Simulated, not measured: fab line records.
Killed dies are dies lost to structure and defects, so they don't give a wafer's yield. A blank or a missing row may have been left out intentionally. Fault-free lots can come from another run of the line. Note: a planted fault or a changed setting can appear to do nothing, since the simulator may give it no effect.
The tool behind it: which one? + flow sfq_line + 7 lots with 21 wafers sampled at 2 steps, on a route of 325 steps

## WHAT EACH GAUGE READ, for each wafer
SFQ_M0_RS_MEAS_904: measurement is done with a four-point probe.
| lot  | measured     | on            | M0_NB_RS (ohm/sq) |
|------|--------------|---------------|-------------------|
| L704 | day 7 23:49  | film_metro-03 | 0.890 0.893 0.890 |
| L706 | day 8 08:59  | film_metro-03 | 0.902 0.909 0.902 |
| L710 | day 9 01:45  | film_metro-03 | 0.904 0.898 0.897 |
| L712 | day 9 15:01  | film_metro-02 | 0.902 0.899 0.888 |
| L714 | day 10 00:34 | film_metro-03 | 2.091 2.173 0.904 |
| L724 | day 13 02:34 | film_metro-03 | 0.890 0.887 0.886 |
| L726 | day 13 05:34 | film_metro-02 | 0.899 0.891 0.891 |

## TOOL THAT RAN EACH LOT (tool first, then ch and the chambers of the sampled wafers, then the start)
| lot  | SFQ_TRILAYER_M0_DEP_SPUTTER_019 |
|------|---------------------------------|
| L704 | pvd_sputter-06, day 7 23:43     |
| L706 | pvd_sputter-05, day 8 08:53     |
| L710 | pvd_sputter-05, day 9 01:40     |
| L712 | pvd_sputter-06, day 9 14:52     |
| L714 | pvd_sputter-06, day 10 00:28    |
| L724 | pvd_sputter-05, day 13 02:26    |
| L726 | pvd_sputter-05, day 13 05:25    |
- SFQ_TRILAYER_M0_DEP_SPUTTER_019: material Nb, target thk 200 nm, time 133.3 s.

## THE ANSWER, worked out from the rows above alone
Rule: what is usual is taken from the lots themselves. The widest of any qualifying gaps counts: lots, ordered by their means at a reading, are off when they make up no more than a third of the lots, leave a main group of 4 or more, and stand apart from it by 3 or more times the standard deviation of that group's means. A main group whose means are all the same, to the digits that the tables above print for the reading, isn't used. Also off: a lot with no number at a reading for which 4 or more lots have one. The other lots that the step has rows for count as sound.
Off: L714, at SFQ_M0_RS_MEAS_904 (M0_NB_RS). For the main group the mean is 0.895 ohm/sq and the standard deviation 0.0055.
A tool fits if, at a process step before that reading, it ran every lot that is off, and no sound lot after the first of them. Those tools and the gauges at SFQ_M0_RS_MEAS_904 are tried in the same way. One fits: pvd_sputter-06 at SFQ_TRILAYER_M0_DEP_SPUTTER_019. Its last sound lot is L712 (day 9 14:52), its first lot that is off L714 (day 10 00:28): a fault that began between those two fits.

## WHAT WAS PUT IN BY THE SIMULATOR
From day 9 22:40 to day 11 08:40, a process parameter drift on pvd_sputter-06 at SFQ_TRILAYER_M0_DEP_SPUTTER_019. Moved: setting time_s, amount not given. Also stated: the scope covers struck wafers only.
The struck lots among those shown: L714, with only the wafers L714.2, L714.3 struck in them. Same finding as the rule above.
